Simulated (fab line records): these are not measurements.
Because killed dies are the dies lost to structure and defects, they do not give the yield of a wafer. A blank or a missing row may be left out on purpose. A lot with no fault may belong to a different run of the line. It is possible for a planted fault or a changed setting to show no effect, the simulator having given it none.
Matching of chambers | flow gf180mcu | 4 sister chambers for GF_STI_CMP_25 on cmp-01
The step polishes, stops on Si3N4, t overpolish 33 s, target thk 524.6 nm. 7 wafers are shown with their chamber, then 7 later ones without.

## WAFERS, EACH WITH ITS CHAMBER
wafer  | chamber | motor_current_A (A) | head_pressure_psi (psi)
L442.4 | 3       | 13.9                | 4.002
L442.6 | 0       | 11.4                | 4.005
L454.1 | 0       | 12.5                | 4.000
L454.3 | 3       | 13.3                | 4.005
L454.4 | 2       | 11.7                | 3.993
L459.1 | 2       | 11.8                | 3.993
L459.4 | 1       | 11.3                | 4.023

## WAFERS WITH NO CHAMBER GIVEN
wafer  | motor_current_A (A) | head_pressure_psi (psi)
L459.5 | 12.0                | 3.987
L460.1 | 11.1                | 4.010
L460.4 | 11.7                | 3.997
L460.6 | 11.8                | 3.982
L461.1 | 11.8                | 4.005
L461.3 | 11.3                | 4.015
L461.6 | 11.5                | 4.016

## WHICH CHAMBER EACH ONE RAN IN
wafer  | from the rows above     | in truth
L459.5 | 2                       | 2
L460.1 | can't be placed: 0 or 1 | 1
L460.4 | can't be placed: 2 or 0 | 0
L460.6 | 2                       | 2
L461.1 | 0                       | 0
L461.3 | 1                       | 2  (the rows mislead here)
L461.6 | 1                       | 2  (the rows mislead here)
Correctly placed: 3 of 7. Cannot be placed on the basis of these rows: 2; the candidates contain the true chamber in 2. Number placed wrongly: 2.
How it was worked out, from the rows above alone: a wafer's distance from a chamber is the root of the sum, over the readings, of the square of ((its reading less the chamber's mean) divided by the reading's scatter). If the next closest chamber is less than 2 further off than the closest, the wafer can't be placed; otherwise it belongs to the closest. For every chamber, the mean is computed from those of its wafers that are shown. How the scatter is found: for the shown wafers, subtract from each reading the mean of its chamber, square and add these, divide the total by (wafers less chambers), then take the root.
